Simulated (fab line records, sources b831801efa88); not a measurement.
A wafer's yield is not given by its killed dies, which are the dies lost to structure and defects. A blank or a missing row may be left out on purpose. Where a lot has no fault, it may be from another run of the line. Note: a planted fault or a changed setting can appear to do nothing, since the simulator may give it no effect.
Which tool did it? || flow gf180mcu || 6 lots with 18 wafers sampled at 4 steps, on a route of 602 steps

WHAT THE GAUGES READ, wafer by wafer
GF_POLY_GATE_THK_MEAS_01.
{"lot": "L942", "measured": "day 8 18:32", "on": "filmMetro-01", "POLY_GATE_CVD_00_THK (nm)": "205.1 204.0 203.4"}
{"lot": "L948", "measured": "day 10 08:13", "on": "filmMetro-01", "POLY_GATE_CVD_00_THK (nm)": "198.5 200.0 199.4"}
{"lot": "L953", "measured": "day 12 01:49", "on": "filmMetro-04", "POLY_GATE_CVD_00_THK (nm)": "201.1 200.1 201.4"}
{"lot": "L955", "measured": "day 12 10:55", "on": "filmMetro-03", "POLY_GATE_CVD_00_THK (nm)": "203.6 203.2 203.0"}
{"lot": "L960", "measured": "day 13 21:38", "on": "filmMetro-04", "POLY_GATE_CVD_00_THK (nm)": "199.9 200.3 201.6"}
{"lot": "L964", "measured": "day 15 04:06", "on": "filmMetro-01", "POLY_GATE_CVD_00_THK (nm)": "204.7 204.1 204.9"}

WHICH TOOL RAN EACH LOT (tool, then ch and the chambers of the sampled wafers, then the start)
{"lot": "L942", "GF_VT_IMPLANT_STRIP_20": "plasmaAsher-02 ch 0,1, day 6 12:58", "GF_VT_IMPLANT_STRIP_42": "plasmaAsher-04 ch 0,1, day 7 19:07", "GF_DUAL_GATE_STRIP_13": "plasmaAsher-01 ch 0,1, day 8 13:48"}
{"lot": "L948", "GF_VT_IMPLANT_STRIP_20": "plasmaAsher-03 ch 0,1, day 8 00:51", "GF_VT_IMPLANT_STRIP_42": "plasmaAsher-04 ch 0,1, day 9 09:53", "GF_DUAL_GATE_STRIP_13": "plasmaAsher-03 ch 0,1, day 10 05:10"}
{"lot": "L953", "GF_VT_IMPLANT_STRIP_20": "plasmaAsher-03 ch 0,1, day 9 10:12", "GF_VT_IMPLANT_STRIP_42": "plasmaAsher-02 ch 0,1, day 10 22:23", "GF_DUAL_GATE_STRIP_13": "plasmaAsher-01 ch 0,1, day 11 21:55"}
{"lot": "L955", "GF_VT_IMPLANT_STRIP_20": "plasmaAsher-02 ch 0,1, day 9 21:17", "GF_VT_IMPLANT_STRIP_42": "plasmaAsher-04 ch 0,1, day 11 09:31", "GF_DUAL_GATE_STRIP_13": "plasmaAsher-01 ch 0,1, day 12 07:50"}
{"lot": "L960", "GF_VT_IMPLANT_STRIP_20": "plasmaAsher-04 ch 0,1, day 11 04:41", "GF_VT_IMPLANT_STRIP_42": "plasmaAsher-02 ch 0,1, day 12 19:45", "GF_DUAL_GATE_STRIP_13": "plasmaAsher-03 ch 0,1, day 13 18:04"}
{"lot": "L964", "GF_VT_IMPLANT_STRIP_20": "plasmaAsher-03 ch 0,1, day 12 06:57", "GF_VT_IMPLANT_STRIP_42": "plasmaAsher-02 ch 0,1, day 14 00:08", "GF_DUAL_GATE_STRIP_13": "plasmaAsher-04 ch 0,1, day 14 23:22"}
- GF_VT_IMPLANT_STRIP_20: strips in O2/N2.
- GF_VT_IMPLANT_STRIP_42: strips in O2/N2.
- GF_DUAL_GATE_STRIP_13: strips in O2/N2.

THE ANSWER, worked out from the rows above alone
Rule: the usual values come from the lots themselves. The widest of any qualifying gaps counts: lots, ordered by their means at a reading, are off when they make up no more than a third of the lots, leave a main group of 4 or more, and stand apart from it by 3 or more times the standard deviation of that group's means. If all means in a main group match to the digits the tables above print for the reading, that group is not used. A lot without any number at a reading at which 4 lots or more have one is off too. Any other lot the step has rows for is counted as sound.
No lot is off on any of the readings shown, so nothing can be concluded from this.

WHAT WAS PUT IN BY THE SIMULATOR
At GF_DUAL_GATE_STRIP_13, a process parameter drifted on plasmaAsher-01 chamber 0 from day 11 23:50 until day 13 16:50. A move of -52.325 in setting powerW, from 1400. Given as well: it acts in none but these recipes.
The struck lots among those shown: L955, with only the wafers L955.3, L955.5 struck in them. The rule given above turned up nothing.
